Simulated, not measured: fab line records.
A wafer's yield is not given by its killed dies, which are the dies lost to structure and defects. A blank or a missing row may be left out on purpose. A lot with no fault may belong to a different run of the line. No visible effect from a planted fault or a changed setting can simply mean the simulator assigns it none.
One fault through the eyes of 2 desks -- flow sky130 -- numbers are kept per desk, each desk with only its own; the story behind them comes last

== TOOL OWNER'S DESK, litho_track-01 ==
At SKY_CAP2M_SOFTBAKE_08 (time 60 s), the tool's own readings, given per lot that ran on this tool as the mean of the sampled wafers with a number. If a lot's mean is further than 4 standard deviations from the usual mean, the lot is out of limits and carries the mark OUT (the distance appears in the brackets).
Columns: A = chill_plate_temp_C at SKY_CAP2M_SOFTBAKE_08, usual 23.01 C; B = heater_power_total_W at SKY_CAP2M_SOFTBAKE_08, usual 56.59 W; C = plate_temp_C at SKY_CAP2M_SOFTBAKE_08, usual 89.98 C
lot,first seen here,A,B,C
L837,day 40 13:13,22.97,56.65,89.87
L842,day 42 05:01,23.00,56.59,89.73
L844,day 42 19:22,23.08,67.57 (+99 or more) OUT,102.33 (+99 or more) OUT
L848,day 44 03:50,23.03,67.60 (+99 or more) OUT,102.19 (+99 or more) OUT
This desk finds L844, L848 out of limits, L844 being first, at day 42 19:22 (heater_power_total_W at SKY_CAP2M_SOFTBAKE_08). In limits: L837, L842.

== FROM THE METROLOGY DESK ==
Means of the sampled wafers that have a number, per lot and without regard to the tool the lot ran on: this is what the gauges read. If a lot's mean is further than 4 standard deviations from the usual mean, the lot is out of limits and carries the mark OUT (the distance appears in the brackets).
Columns: A = cd_nm at SKY_VIA3_CD_MEAS_12, usual 200.3 nm
lot,first seen here,A
L837,day 39 22:33,199.1
L838,day 40 07:17,199.8
L839,day 40 17:32,201.9
L840,day 41 06:23,200.7
L842,day 41 15:52,200.8
L844,day 42 05:52,199.4
L848,day 43 15:07,200.1
L853,day 44 12:36,200.1
L855,day 45 05:45,200.5
L856,day 45 14:20,198.5
L859,day 45 23:48,198.5
This desk's verdict: no lot among the 11 shows anything out of limits.

== ALL TOGETHER ==
The tool owner's desk had the chance to raise an alarm at day 42 19:22 on L844, L848.
Nothing out of limits was seen by the metrology desk.
The metrology desk holds a record of L844, L848, inside its limits.
On litho_track-01, each named lot ran SKY_CAP2M_SOFTBAKE_08.

== WHAT THE SIMULATOR PUT IN ==
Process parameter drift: litho_track-01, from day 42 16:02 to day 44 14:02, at SKY_CAP2M_SOFTBAKE_08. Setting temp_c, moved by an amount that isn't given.
Struck lots among those shown: L844, L848.
How many hours passed from the start of the fault until each desk's first out-of-limits reading: the tool owner's desk, 3.
